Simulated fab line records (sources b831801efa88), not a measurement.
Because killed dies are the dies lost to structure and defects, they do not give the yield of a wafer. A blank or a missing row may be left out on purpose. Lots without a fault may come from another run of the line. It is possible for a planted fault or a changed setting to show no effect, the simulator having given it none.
fab line records -- flow gf180mcu
record: lots: 24, wafers: 72, last-day: 34
route steps=602 shown M1@318 M2@367 V2@383 M4@456
lots with no fault: from the same line, run without faults
start-h: hours from the record's opening day to when the first of the lot's shown wafers began -- wait-h: hours since the lot's step before -- " identical to the entry in the row above -- L1.1+2: a single row standing in for several wafers -- - value missing, or start not given -- * or withheld: withheld -- < > ~ a bound
route shown NAME@n: names a module that has steps shown in the file, with the first one's number in the route -- usual: mean/standard deviation taken from wafers without a fault -- same: alike in all rows -- chamber/n: place in a boat -- sites: readings site by site -- _std_site: the values' standard deviation -- _edge_site: mean of outer sites minus mean of inner sites -- radius-mm: how far each site lies from the wafer's centre -- mask NAME#n: copy n -- behind: the most recent tool/chamber to have shaped the wafer -- hold: why the lot was held/for how many hours/how that ended -- device: transistor that didn't switch, given as n, p or np -- end of line: at the end of the route, the tests of the same wafers -- step lacking rows: just its recipe -- killed: at the first sort, the dies lost to defects and structure; wafer yield is something else -- map: per-die view of a wafer (x killed, . not killed, _ where there is no die)
set.NAME: the setting the step ran with; set.NAME@STEP: the setting that earlier step ran with -- model.NAME: the simulator's own value behind a step, which no gauge read
steps of the route over a sample of lots; a table a step, a row a wafer
services: when a tool's chamber went out of use (start-h, in hours from the record's first day, below 0 if earlier), for how many hours, and the reason
== steps ==
step: GF_M1_SPUTTER_03
recipe: material: Ti, target-thk-nm: 10, substrate-temp-c: 300, chamber-pressure-pa: 0.3, power-w: 3000, time-s: 6.7
usual: throttle-valve-pct: 30.5/0.6
same: time-s: 6.7
lot.wafer,tool,chamber,start-h,wait-h,throttle-valve-pct
L074.3,pvd-sputter-04,-,366.51,0.0,31.0
L074.4,pvd-sputter-04,-,366.51,0.0,31.1
L074.5,pvd-sputter-04,-,366.51,0.0,31.2
L075.2,pvd-sputter-04,-,370.42,0.0,29.6
L075.3,pvd-sputter-04,-,370.42,0.0,30.8
L075.6,pvd-sputter-04,-,370.42,0.0,30.9
L076.1,pvd-sputter-02,-,379.72,0.0,30.1
L076.5,pvd-sputter-02,-,379.72,0.0,31.3
L076.6,pvd-sputter-02,-,379.72,0.0,30.3
L077.2,pvd-sputter-04,-,388.46,0.0,31.5
L077.3,pvd-sputter-04,-,388.46,0.0,31.2
L077.4,pvd-sputter-04,-,388.46,0.0,29.5
L078.1,pvd-sputter-04,-,395.31,0.0,31.0
L078.4,pvd-sputter-04,-,395.31,0.0,31.1
L078.5,pvd-sputter-04,-,395.31,0.0,31.2
L079.2,pvd-sputter-02,-,405.61,0.0,31.5
L079.3,pvd-sputter-02,-,405.61,0.0,30.4
L079.5,pvd-sputter-02,-,405.61,0.0,30.3
L080.1,pvd-sputter-03,-,414.67,0.0,30.4
L080.2,pvd-sputter-03,-,414.67,0.0,30.5
L080.3,pvd-sputter-03,-,414.67,0.0,29.4
L081.1,pvd-sputter-04,-,427.67,0.0,31.3
L081.2,pvd-sputter-04,-,427.67,0.0,30.8
L081.6,pvd-sputter-04,-,427.67,0.0,29.6
L082.1,pvd-sputter-03,-,436.87,0.0,30.0
L082.2,pvd-sputter-03,-,436.87,0.0,30.4
L082.6,pvd-sputter-03,-,436.87,0.0,29.3
L083.1,pvd-sputter-03,-,445.57,0.0,29.5
L083.2,pvd-sputter-03,-,445.57,0.0,30.5
L083.3,pvd-sputter-03,-,445.57,0.0,29.8
L084.1,pvd-sputter-02,-,456.42,0.0,30.4
L084.3,pvd-sputter-02,-,456.42,0.0,30.2
L084.4,pvd-sputter-02,-,456.42,0.0,31.3
L085.3,pvd-sputter-02,-,459.91,0.0,30.1
L085.4,pvd-sputter-02,-,459.91,0.0,30.5
L085.6,pvd-sputter-02,-,459.91,0.0,31.1
L086.1,pvd-sputter-03,-,474.31,0.0,30.0
L086.4,pvd-sputter-03,-,474.31,0.0,30.4
L086.5,pvd-sputter-03,-,474.31,0.0,30.6
L087.3,pvd-sputter-02,-,475.31,0.0,30.0
L087.4,pvd-sputter-02,-,475.31,0.0,30.4
L087.6,pvd-sputter-02,-,475.31,0.0,30.3
L088.1,pvd-sputter-04,-,505.01,0.0,31.2
L088.4,pvd-sputter-04,-,505.01,0.0,30.8
L088.5,pvd-sputter-04,-,505.01,0.0,30.9
L090.1,pvd-sputter-04,-,515.62,0.0,29.6
L090.4,pvd-sputter-04,-,515.62,0.0,31.3
L090.5,pvd-sputter-04,-,515.62,0.0,31.0
L089.3,pvd-sputter-03,-,516.59,0.0,29.8
L089.4,pvd-sputter-03,-,516.59,0.0,30.3
L089.5,pvd-sputter-03,-,516.59,0.0,30.4
L091.2,pvd-sputter-02,-,517.87,0.0,30.2
L091.5,pvd-sputter-02,-,517.87,0.0,30.2
L091.6,pvd-sputter-02,-,517.87,0.0,31.4
L092.2,pvd-sputter-04,-,520.63,0.0,31.2
L092.5,pvd-sputter-04,-,520.63,0.0,31.1
L092.6,pvd-sputter-04,-,520.63,0.0,29.7
L093.2,pvd-sputter-02,-,524.30,0.0,31.3
L093.5,pvd-sputter-02,-,524.30,0.0,30.8
L093.6,pvd-sputter-02,-,524.30,0.0,30.0
L094.1,pvd-sputter-02,-,546.89,0.0,31.4
L094.2,pvd-sputter-02,-,546.89,0.0,30.0
L094.5,pvd-sputter-02,-,546.89,0.0,31.2
L095.1,pvd-sputter-03,-,551.45,0.0,30.7
L095.2,pvd-sputter-03,-,551.45,0.0,29.3
L095.4,pvd-sputter-03,-,551.45,0.0,30.1
L096.2,pvd-sputter-02,-,563.75,0.0,30.1
L096.3,pvd-sputter-02,-,563.75,0.0,31.1
L096.6,pvd-sputter-02,-,563.75,0.0,31.3
L097.1,pvd-sputter-04,-,571.80,0.0,31.0
L097.2,pvd-sputter-04,-,571.80,0.0,30.9
L097.5,pvd-sputter-04,-,571.80,0.0,31.0
step: GF_M2_RS_MEAS_05
recipe: thk-meas-gauge: four-point-probe, reads: TiN_of_M2_SPUTTER_04+Ti_of_M2_SPUTTER_03+AlCu_of_M2_SPUTTER_02+TiN_of_M2_SPUTTER_01+Ti_of_M2_SPUTTER_00
usual: M2_ALCU_RS: 0.0696/0.00075
lot.wafer,tool,chamber,start-h,wait-h,M2_ALCU_RS[ohm/sq]
L074.3,film-metro-03,-,416.97,0.1,0.0703
L074.4,film-metro-03,-,416.97,0.1,0.0705
L074.5,film-metro-03,-,416.97,0.1,0.0700
L075.2,film-metro-03,-,420.10,0.0,0.0706
L075.3,film-metro-03,-,420.10,0.0,0.0703
L075.6,film-metro-03,-,420.10,0.0,0.0701
L076.1,film-metro-03,-,430.84,0.0,0.0701
L076.5,film-metro-03,-,430.84,0.0,0.0702
L076.6,film-metro-03,-,430.84,0.0,0.0704
L077.2,film-metro-02,-,438.85,0.0,0.0694
L077.3,film-metro-02,-,438.85,0.0,0.0699
L077.4,film-metro-02,-,438.85,0.0,0.0692
L078.1,film-metro-03,-,446.92,0.0,0.0685
L078.4,film-metro-03,-,446.92,0.0,0.0689
L078.5,film-metro-03,-,446.92,0.0,0.0683
L079.2,film-metro-04,-,457.27,0.0,0.0685
L079.3,film-metro-04,-,457.27,0.0,0.0683
L079.5,film-metro-04,-,457.27,0.0,0.0684
L080.1,film-metro-04,-,467.46,0.0,0.0696
L080.2,film-metro-04,-,467.46,0.0,0.0696
L080.3,film-metro-04,-,467.46,0.0,0.0696
L081.1,film-metro-03,-,480.34,0.0,0.0695
L081.2,film-metro-03,-,480.34,0.0,0.0690
L081.6,film-metro-03,-,480.34,0.0,0.0696
L082.1,film-metro-04,-,488.35,0.0,0.0701
L082.2,film-metro-04,-,488.35,0.0,0.0704
L082.6,film-metro-04,-,488.35,0.0,0.0705
L083.1,film-metro-03,-,497.61,0.0,0.0694
L083.2,film-metro-03,-,497.61,0.0,0.0692
L083.3,film-metro-03,-,497.61,0.0,0.0692
L084.1,film-metro-02,-,507.24,0.0,0.0696
L084.3,film-metro-02,-,507.24,0.0,0.0697
L084.4,film-metro-02,-,507.24,0.0,0.0692
L085.3,film-metro-03,-,511.42,0.1,0.0703
L085.4,film-metro-03,-,511.42,0.1,0.0704
L085.6,film-metro-03,-,511.42,0.1,0.0704
L086.1,film-metro-04,-,525.13,0.0,0.0714
L086.4,film-metro-04,-,525.13,0.0,0.0703
L086.5,film-metro-04,-,525.13,0.0,0.0709
L087.3,film-metro-02,-,527.03,0.1,0.0697
L087.4,film-metro-02,-,527.03,0.1,0.0696
L087.6,film-metro-02,-,527.03,0.1,0.0688
L088.1,film-metro-02,-,554.03,0.0,0.0690
L088.4,film-metro-02,-,554.03,0.0,0.0696
L088.5,film-metro-02,-,554.03,0.0,0.0694
L090.1,film-metro-03,-,564.54,0.0,0.0703
L090.4,film-metro-03,-,564.54,0.0,0.0692
L090.5,film-metro-03,-,564.54,0.0,0.0697
L089.3,film-metro-04,-,565.31,0.1,0.0685
L089.4,film-metro-04,-,565.31,0.1,0.0685
L089.5,film-metro-04,-,565.31,0.1,0.0691
L091.2,film-metro-04,-,567.06,0.0,0.0693
L091.5,film-metro-04,-,567.06,0.0,0.0698
L091.6,film-metro-04,-,567.06,0.0,0.0692
L092.2,film-metro-03,-,569.96,0.0,0.0708
L092.5,film-metro-03,-,569.96,0.0,0.0701
L092.6,film-metro-03,-,569.96,0.0,0.0696
L093.2,film-metro-02,-,576.44,0.0,0.0692
L093.5,film-metro-02,-,576.44,0.0,0.0691
L093.6,film-metro-02,-,576.44,0.0,0.0697
L094.1,film-metro-02,-,593.83,0.0,0.0695
L094.2,film-metro-02,-,593.83,0.0,0.0693
L094.5,film-metro-02,-,593.83,0.0,0.0686
L095.1,film-metro-02,-,600.00,0.0,0.0711
L095.2,film-metro-02,-,600.00,0.0,0.0706
L095.4,film-metro-02,-,600.00,0.0,0.0709
L096.2,film-metro-03,-,608.80,0.0,0.0683
L096.3,film-metro-03,-,608.80,0.0,0.0691
L096.6,film-metro-03,-,608.80,0.0,0.0683
L097.1,film-metro-03,-,617.08,0.0,0.0690
L097.2,film-metro-03,-,617.08,0.0,0.0695
L097.5,film-metro-03,-,617.08,0.0,0.0695
step: GF_V2_THK_MEAS_01
recipe: reads: SiO2_of_V2_CVD_00
usual: V2_CVD_00_THK: 603/5.5
lot.wafer,tool,chamber,start-h,wait-h,V2_CVD_00_THK[nm]
L074.3,film-metro-01,-,442.69,0.1,608
L074.4,film-metro-01,-,442.69,0.1,604
L074.5,film-metro-01,-,442.69,0.1,613
L075.2,film-metro-01,-,445.73,0.0,612
L075.3,film-metro-01,-,445.73,0.0,609
L075.6,film-metro-01,-,445.73,0.0,613
L076.1,film-metro-04,-,456.24,0.0,607
L076.5,film-metro-04,-,456.24,0.0,600
L076.6,film-metro-04,-,456.24,0.0,599
L077.2,film-metro-02,-,464.05,0.0,601
L077.3,film-metro-02,-,464.05,0.0,606
L077.4,film-metro-02,-,464.05,0.0,598
L078.1,film-metro-02,-,472.15,0.0,603
L078.4,film-metro-02,-,472.15,0.0,604
L078.5,film-metro-02,-,472.15,0.0,610
L079.2,film-metro-04,-,482.50,0.0,600
L079.3,film-metro-04,-,482.50,0.0,598
L079.5,film-metro-04,-,482.50,0.0,602
L080.1,film-metro-01,-,492.40,0.0,612
L080.2,film-metro-01,-,492.40,0.0,606
L080.3,film-metro-01,-,492.40,0.0,611
L081.1,film-metro-01,-,505.91,0.0,603
L081.2,film-metro-01,-,505.91,0.0,599
L081.6,film-metro-01,-,505.91,0.0,595
L082.1,film-metro-04,-,513.15,0.0,608
L082.2,film-metro-04,-,513.15,0.0,615
L082.6,film-metro-04,-,513.15,0.0,611
L083.1,film-metro-04,-,522.40,0.0,607
L083.2,film-metro-04,-,522.40,0.0,602
L083.3,film-metro-04,-,522.40,0.0,609
L084.1,film-metro-01,-,531.34,0.0,600
L084.3,film-metro-01,-,531.34,0.0,603
L084.4,film-metro-01,-,531.34,0.0,601
L085.3,film-metro-04,-,535.46,0.1,607
L085.4,film-metro-04,-,535.46,0.1,599
L085.6,film-metro-04,-,535.46,0.1,596
L086.1,film-metro-01,-,549.17,0.0,609
L086.4,film-metro-01,-,549.17,0.0,611
L086.5,film-metro-01,-,549.17,0.0,612
L087.3,film-metro-02,-,550.55,0.1,604
L087.4,film-metro-02,-,550.55,0.1,611
L087.6,film-metro-02,-,550.55,0.1,609
L088.1,film-metro-02,-,577.36,0.0,602
L088.4,film-metro-02,-,577.36,0.0,613
L088.5,film-metro-02,-,577.36,0.0,602
L090.1,film-metro-04,-,585.59,0.0,605
L090.4,film-metro-04,-,585.59,0.0,605
L090.5,film-metro-04,-,585.59,0.0,593
L089.3,film-metro-04,-,587.01,0.1,605
L089.4,film-metro-04,-,587.01,0.1,598
L089.5,film-metro-04,-,587.01,0.1,603
L091.2,film-metro-04,-,589.45,0.0,593
L091.5,film-metro-04,-,589.45,0.0,594
L091.6,film-metro-04,-,589.45,0.0,595
L092.2,film-metro-02,-,592.05,0.0,615
L092.5,film-metro-02,-,592.05,0.0,606
L092.6,film-metro-02,-,592.05,0.0,599
L093.2,film-metro-04,-,598.70,0.0,596
L093.5,film-metro-04,-,598.70,0.0,594
L093.6,film-metro-04,-,598.70,0.0,595
L094.1,film-metro-02,-,615.63,0.0,600
L094.2,film-metro-02,-,615.63,0.0,609
L094.5,film-metro-02,-,615.63,0.0,595
L095.1,film-metro-04,-,622.22,0.1,599
L095.2,film-metro-04,-,622.22,0.1,597
L095.4,film-metro-04,-,622.22,0.1,602
L096.2,film-metro-02,-,630.50,0.0,606
L096.3,film-metro-02,-,630.50,0.0,604
L096.6,film-metro-02,-,630.50,0.0,600
L097.1,film-metro-04,-,638.43,0.0,598
L097.2,film-metro-04,-,638.43,0.0,593
L097.5,film-metro-04,-,638.43,0.0,603
step: GF_V2_CVD_02
recipe: material: SiO2, target-thk-nm: 850, precursor: TEOS, temp-c: 400, time-s: 94.851, rf-w: 600
usual: heater-power-w: 648/83
same: time-s: 94.851
lot.wafer,tool,chamber,start-h,wait-h,heater-power-w
L074.3,pecvd-03,2,442.73,0.0,762
L074.4,pecvd-03,1,442.73,0.0,579
L074.5,pecvd-03,0,442.73,0.0,749
L075.2,pecvd-03,1,445.78,0.0,628
L075.3,pecvd-03,0,445.78,0.0,642
L075.6,pecvd-03,2,445.78,0.0,711
L076.1,pecvd-02,2,456.30,0.1,631
L076.5,pecvd-02,2,456.30,0.1,675
L076.6,pecvd-02,1,456.30,0.1,578
L077.2,pecvd-01,1,464.10,0.0,642
L077.3,pecvd-01,2,464.10,0.0,855
L077.4,pecvd-01,2,464.10,0.0,675
L078.1,pecvd-03,2,472.21,0.1,780
L078.4,pecvd-03,2,472.21,0.1,621
L078.5,pecvd-03,0,472.21,0.1,773
L079.2,pecvd-03,2,482.55,0.0,697
L079.3,pecvd-03,0,482.55,0.0,667
L079.5,pecvd-03,2,482.55,0.0,766
L080.1,pecvd-01,2,492.46,0.1,859
L080.2,pecvd-01,0,492.46,0.1,597
L080.3,pecvd-01,1,492.46,0.1,662
L081.1,pecvd-03,1,505.97,0.1,504
L081.2,pecvd-03,0,505.97,0.1,796
L081.6,pecvd-03,0,505.97,0.1,647
L082.1,pecvd-03,1,513.21,0.1,610
L082.2,pecvd-03,2,513.21,0.1,698
L082.6,pecvd-03,1,513.21,0.1,615
L083.1,pecvd-03,2,522.46,0.1,781
L083.2,pecvd-03,1,522.46,0.1,627
L083.3,pecvd-03,0,522.46,0.1,765
L084.1,pecvd-02,1,531.40,0.1,638
L084.3,pecvd-02,0,531.40,0.1,608
L084.4,pecvd-02,0,531.40,0.1,637
L085.3,pecvd-02,1,535.50,0.0,646
L085.4,pecvd-02,2,535.50,0.0,554
L085.6,pecvd-02,1,535.50,0.0,655
L086.1,pecvd-03,2,549.23,0.1,769
L086.4,pecvd-03,2,549.23,0.1,617
L086.5,pecvd-03,1,549.23,0.1,586
L087.3,pecvd-01,2,550.59,0.0,723
L087.4,pecvd-01,2,550.59,0.0,819
L087.6,pecvd-01,0,550.59,0.0,611
L088.1,pecvd-01,1,577.42,0.1,697
L088.4,pecvd-01,2,577.42,0.1,812
L088.5,pecvd-01,0,577.42,0.1,658
L090.1,pecvd-02,2,585.65,0.1,665
L090.4,pecvd-02,1,585.65,0.1,628
L090.5,pecvd-02,2,585.65,0.1,560
L089.3,pecvd-01,0,587.05,0.0,665
L089.4,pecvd-01,2,587.05,0.0,689
L089.5,pecvd-01,0,587.05,0.0,660
L091.2,pecvd-02,2,589.50,0.0,689
L091.5,pecvd-02,2,589.50,0.0,543
L091.6,pecvd-02,0,589.50,0.0,648
L092.2,pecvd-01,1,592.10,0.0,701
L092.5,pecvd-01,0,592.10,0.0,677
L092.6,pecvd-01,1,592.10,0.0,547
L093.2,pecvd-02,1,598.75,0.0,657
L093.5,pecvd-02,0,598.75,0.0,579
L093.6,pecvd-02,1,598.75,0.0,536
L094.1,pecvd-02,0,615.69,0.1,526
L094.2,pecvd-02,1,615.69,0.1,551
L094.5,pecvd-02,1,615.69,0.1,619
L095.1,pecvd-02,1,622.28,0.1,634
L095.2,pecvd-02,0,622.28,0.1,651
L095.4,pecvd-02,1,622.28,0.1,670
L096.2,pecvd-02,1,630.55,0.0,654
L096.3,pecvd-02,0,630.55,0.0,624
L096.6,pecvd-02,1,630.55,0.0,536
L097.1,pecvd-02,1,638.49,0.1,642
L097.2,pecvd-02,2,638.49,0.1,541
L097.5,pecvd-02,2,638.49,0.1,619
step: GF_V2_ETCH_17
recipe: chemistry: C4F8/O2/Ar, mask-material: KrF, target: SiO2, stop-on: TiN, source-w: 1500, bias-w: 1200, pressure-mtorr: 40, c4f8-flow-sccm: withheld, O2_flow_sccm: 6, Ar_flow_sccm: 300, time-s: withheld, target-depth-a: 6300
usual: chamber-pressure-mTorr: 40.00/0.035, oes-product-au: 0.856/0.0045
lot.wafer,tool,chamber,start-h,wait-h,chamber-pressure-mTorr,oes-product-au
L074.3,rie-diel-04,2,-,-,39.96,0.855
L074.4,rie-diel-04,0,-,-,39.97,0.855
L074.5,rie-diel-04,3,-,-,40.04,0.858
L075.2,rie-diel-01,2,-,-,39.96,0.853
L075.3,rie-diel-01,3,-,-,39.97,0.856
L075.6,rie-diel-01,1,-,-,40.01,0.852
L076.1,rie-diel-04,1,-,-,39.93,0.856
L076.5,rie-diel-04,3,-,-,39.98,0.856
L076.6,rie-diel-04,0,-,-,39.95,0.857
L077.2,rie-diel-02,3,-,-,40.03,0.861
L077.3,rie-diel-02,0,-,-,39.99,0.862
L077.4,rie-diel-02,1,-,-,39.99,0.859
L078.1,rie-diel-04,1,-,-,40.01,0.848
L078.4,rie-diel-04,0,-,-,40.03,0.849
L078.5,rie-diel-04,1,-,-,39.95,0.857
L079.2,rie-diel-04,1,-,-,40.02,0.864
L079.3,rie-diel-04,2,-,-,40.00,0.855
L079.5,rie-diel-04,2,-,-,39.98,0.855
L080.1,rie-diel-01,1,-,-,39.98,0.851
L080.2,rie-diel-01,0,-,-,39.98,0.861
L080.3,rie-diel-01,3,-,-,39.98,0.859
L081.1,rie-diel-02,3,-,-,40.06,0.854
L081.2,rie-diel-02,2,-,-,40.02,0.856
L081.6,rie-diel-02,3,-,-,40.05,0.860
L082.1,rie-diel-04,0,-,-,40.02,0.858
L082.2,rie-diel-04,1,-,-,40.02,0.856
L082.6,rie-diel-04,1,-,-,39.93,0.868
L083.1,rie-diel-04,1,-,-,39.99,0.857
L083.2,rie-diel-04,3,-,-,40.00,0.854
L083.3,rie-diel-04,2,-,-,40.03,0.853
L084.1,rie-diel-02,1,-,-,39.96,0.858
L084.3,rie-diel-02,3,-,-,39.95,0.853
L084.4,rie-diel-02,2,-,-,40.04,0.862
L085.3,rie-diel-02,3,-,-,40.00,0.858
L085.4,rie-diel-02,2,-,-,40.02,0.851
L085.6,rie-diel-02,2,-,-,39.98,0.852
L086.1,rie-diel-02,2,-,-,40.01,0.860
L086.4,rie-diel-02,1,-,-,40.01,0.854
L086.5,rie-diel-02,1,-,-,40.00,0.852
L087.3,rie-diel-04,3,-,-,40.05,0.857
L087.4,rie-diel-04,0,-,-,40.00,0.855
L087.6,rie-diel-04,2,-,-,39.96,0.863
L088.1,rie-diel-04,0,-,-,39.95,0.852
L088.4,rie-diel-04,1,-,-,40.00,0.853
L088.5,rie-diel-04,0,-,-,40.04,0.863
L090.1,rie-diel-04,1,-,-,40.02,0.858
L090.4,rie-diel-04,2,-,-,39.99,0.853
L090.5,rie-diel-04,0,-,-,40.01,0.855
L089.3,rie-diel-02,2,-,-,39.99,0.853
L089.4,rie-diel-02,0,-,-,40.02,0.856
L089.5,rie-diel-02,3,-,-,40.00,0.855
L091.2,rie-diel-04,0,-,-,40.02,0.860
L091.5,rie-diel-04,1,-,-,40.00,0.856
L091.6,rie-diel-04,0,-,-,39.96,0.860
L092.2,rie-diel-01,3,-,-,40.02,0.852
L092.5,rie-diel-01,3,-,-,40.04,0.862
L092.6,rie-diel-01,0,-,-,40.00,0.854
L093.2,rie-diel-02,2,-,-,39.97,0.855
L093.5,rie-diel-02,2,-,-,40.01,0.860
L093.6,rie-diel-02,3,-,-,40.01,0.860
L094.1,rie-diel-02,3,-,-,40.04,0.851
L094.2,rie-diel-02,2,-,-,39.98,0.855
L094.5,rie-diel-02,0,-,-,40.02,0.854
L095.1,rie-diel-04,2,-,-,40.02,0.852
L095.2,rie-diel-04,3,-,-,39.99,0.860
L095.4,rie-diel-04,1,-,-,39.97,0.861
L096.2,rie-diel-02,0,-,-,39.99,0.852
L096.3,rie-diel-02,3,-,-,40.01,0.858
L096.6,rie-diel-02,2,-,-,39.97,0.854
L097.1,rie-diel-04,2,-,-,40.05,0.853
L097.2,rie-diel-04,0,-,-,40.00,0.858
L097.5,rie-diel-04,3,-,-,40.02,0.856
step: GF_M4_SPUTTER_00
recipe: material: Ti, target-thk-nm: 37.5, arriving-ion-energy-ev: 80, substrate-temp-c: 200, chamber-pressure-pa: 2, power-w: 4000, time-s: 150
usual: throttle-valve-pct: 30.6/0.92
same: time-s: 150
lot.wafer,tool,chamber,start-h,wait-h,throttle-valve-pct
L074.3,pvd-sputter-01,-,520.30,0.2,30.0
L074.4,pvd-sputter-01,-,520.30,0.2,31.2
L074.5,pvd-sputter-01,-,520.30,0.2,30.5
L075.2,pvd-sputter-04,-,523.49,0.1,30.0
L075.3,pvd-sputter-04,-,523.49,0.1,31.1
L075.6,pvd-sputter-04,-,523.49,0.1,30.0
L076.1,pvd-sputter-03,-,533.26,0.2,30.0
L076.5,pvd-sputter-03,-,533.26,0.2,30.5
L076.6,pvd-sputter-03,-,533.26,0.2,30.0
L077.2,pvd-sputter-04,-,540.27,0.1,29.8
L077.3,pvd-sputter-04,-,540.27,0.1,31.0
L077.4,pvd-sputter-04,-,540.27,0.1,31.0
L078.1,pvd-sputter-01,-,548.11,0.2,30.1
L078.4,pvd-sputter-01,-,548.11,0.2,30.3
L078.5,pvd-sputter-01,-,548.11,0.2,30.2
L079.2,pvd-sputter-04,-,557.69,0.1,31.1
L079.3,pvd-sputter-04,-,557.69,0.1,31.3
L079.5,pvd-sputter-04,-,557.69,0.1,31.1
L080.1,pvd-sputter-03,-,567.82,0.2,30.0
L080.2,pvd-sputter-03,-,567.82,0.2,30.3
L080.3,pvd-sputter-03,-,567.82,0.2,29.4
L081.1,pvd-sputter-01,-,579.11,0.1,30.3
L081.2,pvd-sputter-01,-,579.11,0.1,31.6
L081.6,pvd-sputter-01,-,579.11,0.1,33.2
L082.1,pvd-sputter-01,-,585.11,0.1,30.2
L082.2,pvd-sputter-01,-,585.11,0.1,30.3
L082.6,pvd-sputter-01,-,585.11,0.1,31.3
L083.1,pvd-sputter-03,-,594.66,0.2,30.0
L083.2,pvd-sputter-03,-,594.66,0.2,30.7
L083.3,pvd-sputter-03,-,594.66,0.2,30.3
L084.1,pvd-sputter-01,-,603.71,0.2,30.6
L084.3,pvd-sputter-01,-,603.71,0.2,30.3
L084.4,pvd-sputter-01,-,603.71,0.2,33.2
L085.3,pvd-sputter-03,-,606.21,0.1,30.4
L085.4,pvd-sputter-03,-,606.21,0.1,30.1
L085.6,pvd-sputter-03,-,606.21,0.1,30.2
L086.1,pvd-sputter-03,-,621.52,0.1,30.6
L086.4,pvd-sputter-03,-,621.52,0.1,30.6
L086.5,pvd-sputter-03,-,621.52,0.1,29.8
L087.3,pvd-sputter-04,-,622.92,0.2,31.2
L087.4,pvd-sputter-04,-,622.92,0.2,29.4
L087.6,pvd-sputter-04,-,622.92,0.2,31.4
L088.1,pvd-sputter-01,-,645.61,0.2,33.0
L088.4,pvd-sputter-01,-,645.61,0.2,33.0
L088.5,pvd-sputter-01,-,645.61,0.2,30.6
L090.1,pvd-sputter-03,-,653.05,0.2,30.0
L090.4,pvd-sputter-03,-,653.05,0.2,29.3
L090.5,pvd-sputter-03,-,653.05,0.2,30.1
L089.3,pvd-sputter-03,-,654.27,0.2,30.5
L089.4,pvd-sputter-03,-,654.27,0.2,30.0
L089.5,pvd-sputter-03,-,654.27,0.2,29.3
L091.2,pvd-sputter-04,-,655.31,0.1,30.9
L091.5,pvd-sputter-04,-,655.31,0.1,31.0
L091.6,pvd-sputter-04,-,655.31,0.1,30.6
L092.2,pvd-sputter-04,-,657.89,0.1,30.8
L092.5,pvd-sputter-04,-,657.89,0.1,29.5
L092.6,pvd-sputter-04,-,657.89,0.1,31.3
L093.2,pvd-sputter-04,-,663.97,0.2,30.9
L093.5,pvd-sputter-04,-,663.97,0.2,31.2
L093.6,pvd-sputter-04,-,663.97,0.2,30.9
L094.1,pvd-sputter-03,-,679.62,0.2,30.4
L094.2,pvd-sputter-03,-,679.62,0.2,30.4
L094.5,pvd-sputter-03,-,679.62,0.2,30.5
L095.1,pvd-sputter-03,-,686.39,0.2,30.4
L095.2,pvd-sputter-03,-,686.39,0.2,30.3
L095.4,pvd-sputter-03,-,686.39,0.2,30.0
L096.2,pvd-sputter-04,-,693.41,0.1,31.1
L096.3,pvd-sputter-04,-,693.41,0.1,31.0
L096.6,pvd-sputter-04,-,693.41,0.1,29.9
L097.1,pvd-sputter-03,-,701.50,0.2,29.9
L097.2,pvd-sputter-03,-,701.50,0.2,30.3
L097.5,pvd-sputter-03,-,701.50,0.2,29.6
== services ==
tool,chamber,start-h,hours,kind
rie-diel-02,0,343.42,6.8,repair
pvd-sputter-04,-,353.89,1.1,repair
pecvd-02,-,374.98,14.6,pm
pvd-sputter-02,-,386.39,4.0,repair
pecvd-03,-,405.70,1.2,repair
pvd-sputter-03,-,448.92,6.1,repair
rie-diel-04,1,453.23,1.5,repair
rie-diel-02,2,458.33,23.7,repair
pecvd-02,2,476.58,46.2,repair
pvd-sputter-02,-,503.50,1.7,repair
rie-diel-02,3,529.83,2.7,repair
rie-diel-04,3,535.33,2.6,repair
pvd-sputter-03,-,556.36,9.2,repair
pvd-sputter-02,-,580.93,1.2,repair
pvd-sputter-02,-,587.65,4.8,repair
rie-diel-04,3,589.06,4.6,repair
pvd-sputter-04,-,591.21,1.6,repair
rie-diel-02,-,602.62,0.2,repair
pecvd-02,-,602.90,1.4,repair
pvd-sputter-03,-,641.55,0.9,repair
pvd-sputter-04,-,675.06,1.9,repair
pvd-sputter-02,-,682.56,1.1,repair
rie-diel-04,2,688.59,2.5,repair
rie-diel-02,3,696.97,2.6,repair
== key ==
fault none
